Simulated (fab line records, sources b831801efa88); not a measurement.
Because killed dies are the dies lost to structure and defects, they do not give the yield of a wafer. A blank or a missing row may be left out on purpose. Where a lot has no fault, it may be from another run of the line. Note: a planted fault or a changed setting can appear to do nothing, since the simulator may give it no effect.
Which of the tools did it? -- flow sky130 -- 42 wafers from 14 lots sampled at 2 of the route's 708 steps

== WHAT EACH GAUGE READ, for each wafer ==
SKY_VIA3_BOW_MEAS_03.
lot,measured,on,VIA3_BOW (um)
L171,day 38 14:14,film_metro-01,86 76 79
L172,day 38 19:26,film_metro-02,79 85 67
L173,day 39 12:45,film_metro-02,83 76 67
L174,day 40 05:34,film_metro-02,87 74 78
L175,day 40 09:49,film_metro-01,101 104 100
L176,day 40 22:22,film_metro-04,74 78 77
L178,day 40 22:48,film_metro-01,96 102 75
L179,day 41 05:53,film_metro-04,91 82 77
L180,day 41 08:56,film_metro-01,84 73 89
L182,day 42 01:20,film_metro-01,77 66 79
L183,day 42 06:50,film_metro-01,85 78 79
L184,day 42 11:44,film_metro-04,82 78 83
L185,day 42 23:43,film_metro-02,88 75 98
L186,day 43 04:11,film_metro-01,83 76 73

SKY_VIA3_OVL_MEAS_13.
lot,measured,on,VIA3_OVL (nm)
L171,day 39 14:29,overlay-01,3 1 -5
L172,day 39 19:58,overlay-02,-7 6 1
L173,day 40 12:26,overlay-01,-3 -7 -6
L174,day 41 06:02,overlay-01,-5 -12 -1
L175,day 41 09:18,overlay-01,-15 -12 -13
L176,day 41 21:37,overlay-02,-4 3 0
L178,day 41 22:50,overlay-02,3 3 0
L179,day 42 05:56,overlay-01,11 5 11
L180,day 42 08:45,overlay-01,-1 -2 -3
L182,day 43 00:53,overlay-01,-2 -2 -6
L183,day 43 06:14,overlay-01,-5 -4 -8
L184,day 43 10:26,overlay-01,-4 0 -4
L185,day 43 23:04,overlay-01,-6 -6 -3
L186,day 44 03:28,overlay-01,-1 5 13

== WHICH TOOL RAN EACH LOT (tool, then ch and the chambers of the sampled wafers, then the start) ==
There is no process step in the record ahead of these readings.

== AS READ BY THE TOOLS THEMSELVES (means over the sampled wafers that have a number; for cases with no such wafer, the mark the record gives instead) ==
The record holds no such reading with a usual standard deviation.

== THE ANSWER, worked out from the rows above alone ==
Rule: usual is defined by the lots themselves. The widest of any qualifying gaps counts: lots, ordered by their means at a reading, are off when they make up no more than a third of the lots, leave a main group of 4 or more, and stand apart from it by 3 or more times the standard deviation of that group's means. Not used: any main group whose means are identical at the precision the tables above print for the reading. Also off: a lot with no number at a reading for which 4 or more lots have one. All remaining lots with rows at the step are treated as sound. First the gauges in route order, then the tools' own readings, where a lot's mean is used as printed above. The first step at which some lot is off is used, and at that step the reading that is off furthest; a lot without a number counts as furthest.
No lot is off at any reading shown: from this, nothing can be told.

== WHAT THE SIMULATOR PUT IN ==
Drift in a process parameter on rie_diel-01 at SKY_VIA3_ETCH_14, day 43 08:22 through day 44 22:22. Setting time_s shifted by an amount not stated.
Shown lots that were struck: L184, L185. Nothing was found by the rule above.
